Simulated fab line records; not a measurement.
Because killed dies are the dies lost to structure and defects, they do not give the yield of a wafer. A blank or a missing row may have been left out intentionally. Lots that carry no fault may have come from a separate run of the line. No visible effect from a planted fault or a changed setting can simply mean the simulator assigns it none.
The tool behind it: which one? -- flow sky130 -- 6 lots with 18 wafers sampled at 3 steps, on a route of 708 steps

== WHAT THE GAUGES SHOWED, per wafer ==
SKY_NWELL_RS_MEAS_29: a four-point-probe measurement.
lot,measured,on,NWELL_RS (ohm/sq)
L469,day 6 15:57,film-metro-02,624.1 623.0 624.4
L470,day 6 23:20,film-metro-03,624.1 624.7 623.9
L473,day 7 19:00,film-metro-04,626.2 625.7 625.3
L476,day 8 12:18,film-metro-02,623.7 623.4 624.8
L484,day 10 22:29,film-metro-03,639.8 641.0 638.6
L486,day 11 05:27,film-metro-03,636.4 637.5 636.4

== EACH LOT AND THE TOOL THAT RAN IT (in order: tool; ch and the chambers of the sampled wafers; start) ==
lot,SKY_NWELL_IMPLANT_11,SKY_NWELL_STRIP_25
L469,"implanter-04 ch 0, day 5 21:43","plasma-asher-03 ch 0,1, day 6 15:38"
L470,"implanter-04 ch 0, day 6 03:40","plasma-asher-04 ch 0,1, day 6 23:01"
L473,"implanter-01 ch 0, day 6 22:43","plasma-asher-03 ch 0,1, day 7 18:40"
L476,"implanter-03 ch 0, day 7 14:29","plasma-asher-01 ch 0,1, day 8 11:59"
L484,"implanter-01 ch 0, day 9 23:05","plasma-asher-01 ch 0,1, day 10 22:10"
L486,"implanter-01 ch 0, day 10 05:38","plasma-asher-04 ch 0,1, day 11 05:08"
- SKY_NWELL_IMPLANT_11
- SKY_NWELL_STRIP_25: strips in O2/N2.

== THE ANSWER, worked out from the rows above alone ==
Rule: usual is defined by the lots themselves. Put in order of their means at a reading, lots are off if they are a third of the lots or fewer, leave a main group of 4 or more, and stand apart from it by a gap of 3 or more times the standard deviation of the main group's means; of several such gaps the widest counts. A main group is skipped when, at the precision printed for the reading in the tables above, its means are all equal. Also off: a lot with no number at a reading for which 4 or more lots have one. Where the step has rows for the other lots, those lots are counted as sound.
Off: L484, L486, seen at SKY_NWELL_RS_MEAS_29 (NWELL_RS). The main group: mean 624.4 ohm/sq, standard deviation 0.76.
If a tool, at a process step before that reading, ran all the lots that are off and no sound lot after the first of them, it fits. The gauges at SKY_NWELL_RS_MEAS_29 are tried like those tools. Can't be told from this: 2 tools fit, implanter-01 at SKY_NWELL_IMPLANT_11, film-metro-03 at SKY_NWELL_RS_MEAS_29.

== WHAT HAD BEEN PUT IN BY THE SIMULATOR ==
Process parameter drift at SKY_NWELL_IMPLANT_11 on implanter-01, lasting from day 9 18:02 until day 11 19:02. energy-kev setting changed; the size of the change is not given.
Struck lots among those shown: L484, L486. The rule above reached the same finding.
